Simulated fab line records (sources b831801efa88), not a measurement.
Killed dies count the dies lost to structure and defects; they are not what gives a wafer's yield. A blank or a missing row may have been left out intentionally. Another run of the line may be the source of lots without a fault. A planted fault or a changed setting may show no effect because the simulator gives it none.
2 desks, one fault ; flow gf180mcu ; each desk has only its own numbers; what lay behind them comes last

== DESK OF THE TOOL OWNER: wet_bench-01 ==
The tool's own readings at GF_STI_WET_ETCH_28 (etches SiO2 in dHF, target depth 20 nm, time 40 s): means of the sampled wafers that have a number, for each lot that ran on this tool. Any lot whose mean is over 4 standard deviations away from the usual mean is out of limits and marked OUT; that distance is given in the brackets.
Columns: A = run_length_s at GF_STI_WET_ETCH_28, usual 67.7 s
lot;first seen here;A
L560;day 2 05:08;73.4
L561;day 2 10:05;72.4
L563;day 2 20:05;72.5
L564;day 3 02:49;65.9
L572;day 4 18:26;51.6 (-5.6) OUT
L574;day 5 04:13;44.9 (-7.9) OUT
L575;day 5 10:18;45.4 (-7.7) OUT
This desk finds L572, L574, L575 out of limits, L572 being first, at day 4 18:26 (run_length_s at GF_STI_WET_ETCH_28). In limits: L560, L561, L563, L564.

== METROLOGY DESK ==
Lot by lot, what the gauges showed, no matter which tool ran the lot: averages of those sampled wafers that carry a number. Any lot whose mean is over 4 standard deviations away from the usual mean is out of limits and marked OUT; that distance is given in the brackets.
Columns: A = HV_LDD_CVD_54_THK at GF_HV_LDD_THK_MEAS_55, usual 10.00 nm; B = NSD_TW at GF_NSD_TW_MEAS_12, usual 4296
lot;first seen here;A;B
L560;day 12 17:01;9.93;4345
L561;day 12 18:19;10.06;4267
L562;day 13 02:33;9.81;4372
L563;day 13 13:40;9.92;4356
L564;day 13 20:13;9.86;4283
L567;day 14 18:08;10.08;4261
L572;day 16 11:52;9.98;4271
L573;day 16 16:49;10.05;4256
L574;day 17 00:22;10.03;4261
L575;day 17 10:25;9.89;4255
L576;day 17 13:26;10.05;4288
L578;day 18 09:41;10.11;4212
L581;day 19 08:06;10.28;4385
L583;day 20 13:28;9.99;4389
This desk's verdict: no lot among the 14 shows anything out of limits.

== PUT TOGETHER ==
The tool owner's desk could have raised an alarm at day 4 18:26, on L572, L574, L575.
Nothing out of limits was seen by the metrology desk.
The metrology desk holds a record of L572, L574, L575, inside its limits.
On wet_bench-01, each named lot ran GF_STI_WET_ETCH_28.

== WHAT WAS PUT IN BY THE SIMULATOR ==
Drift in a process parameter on wet_bench-01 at GF_STI_WET_ETCH_28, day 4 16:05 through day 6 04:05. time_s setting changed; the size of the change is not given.
Struck lots among those shown: L572, L574, L575.
How many hours passed from the start of the fault until each desk's first out-of-limits reading: the tool owner's desk, 2.
